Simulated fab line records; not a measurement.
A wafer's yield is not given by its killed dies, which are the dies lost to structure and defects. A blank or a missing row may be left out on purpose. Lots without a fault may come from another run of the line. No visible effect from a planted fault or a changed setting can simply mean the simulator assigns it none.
8D (eight disciplines) problem report, filled in by code / flow sky130 / the parts of the form that need people (team, actions taken, sign-off) are left out

== 1. WHAT WENT WRONG ==
killed-at-front-end at SKY_PAD_OPEN_PROBE_99 reads a mean of 78 on 3 wafers of 2 lots; wafers without a fault read 15 with a standard deviation of 4.1. Measured from the usual mean, that is +15 standard deviations.
Seen first at day 49 02:51 on prober-02, wafer L652.1. The record has a number at this step for 18 wafers belonging to 6 lots. Rule for "out", or "out of limits": more than 4 standard deviations from the usual mean. The rest of the wafers with a number are treated as sound.

== 2. WHAT IT IS, WHAT IT ISN'T ==
question=which readings at this step | is=killed-at-front-end, killed-dies | is not=killed_at_M0_to_M3, killed_at_M4_up, killed-at-contacts, killed-at-other, killed-open, killed-short
question=which lots | is=L652, L653 | is not=L640, L643, L646, L659
question=which wafers of those lots | is=L652.1, L653.4, L653.5 | is not=L652.2, L652.3, L653.3
question=read on which tools | is=prober-01, prober-02 | is not=-
question=when | is=from day 49 02:51 | is not=up to then (9 sound wafers); but 6 sound wafers of L652, L653, L659 came after

== 3. THE SUSPECTS, EACH WITH WHAT RULES IT OUT ==
Counting: any tool at a process step up to the reading remains a suspect provided it ran every lot that is out. Sound lots after the first of them don't rule it out here, since some wafers of a struck lot are sound.
- plasma-asher-03 at SKY_LDD_LDN_STRIP_12 (strips in O2/N2): kept. It ran every lot that is out, first L652 (day 27 18:04); its last sound lot up to then is L640 (day 23 21:34).
- rie-diel-02 at SKY_SPACER_ETCHBACK_02 (etches Si3N4 in CH3F/O2, stops on SiO2, time 46.7 s, target depth 45 nm): kept. It ran every lot that is out, first L652 (day 27 20:51); its last sound lot up to then is L643 (day 24 19:08).
- plasma-asher-01 at SKY_SD_P_STRIP_10 (strips in O2/N2): kept. It ran every lot that is out, first L652 (day 30 03:57); its last sound lot up to then is L646 (day 27 23:50).
- rie-diel-02, SKY_SPACER_ETCHBACK_02: wafers that are out in chamber 1, sound lot-mates in chambers 0, 2.
After the count, these remain: plasma-asher-03 at SKY_LDD_LDN_STRIP_12, rie-diel-02 at SKY_SPACER_ETCHBACK_02 and plasma-asher-01 at SKY_SD_P_STRIP_10.

== 4. THE CAUSE (what the simulator had put in) ==
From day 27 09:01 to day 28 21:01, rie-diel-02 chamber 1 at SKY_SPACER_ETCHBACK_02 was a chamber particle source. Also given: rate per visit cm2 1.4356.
Of the 3 suspects that counting leaves, this tool is one.

== 5. THE EFFECT CHAIN, in route order ==
Each row: a reading whose mean over the struck wafers that have a number lies more than 3 standard deviations from the usual. Only readings whose record carries a usual standard deviation are examined. hours: median over the lots of the time between each lot's start at the first step of this table that gives one and its start at this step. sigmas: the change, counted in usual standard deviations.
hours=0; step=SKY_PAD_OPEN_PROBE_99; reading=killed-at-front-end; usual=15; on struck wafers=78; change=+63; sigmas=+15
hours=0; step=SKY_PAD_OPEN_PROBE_99; reading=killed-dies; usual=87; on struck wafers=147; change=+60; sigmas=+6.8
Process steps it contains:
- SKY_PAD_OPEN_PROBE_99

== 6. WHAT WOULD HAVE CAUGHT IT SOONER ==
First out-of-limits reading in this record: day 49 02:51, which is 522 hours after fault onset at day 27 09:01.
An alarm limit of 4 standard deviations would not have fired on the tool readings at SKY_SPACER_ETCHBACK_02 for which the record gives a usual standard deviation, since none of them was out on any struck wafer.
Lots out: 2; all had begun SKY_SPACER_ETCHBACK_02 on rie-diel-02 by day 49 02:51. Tool hold at that time: it would have spared none of them.
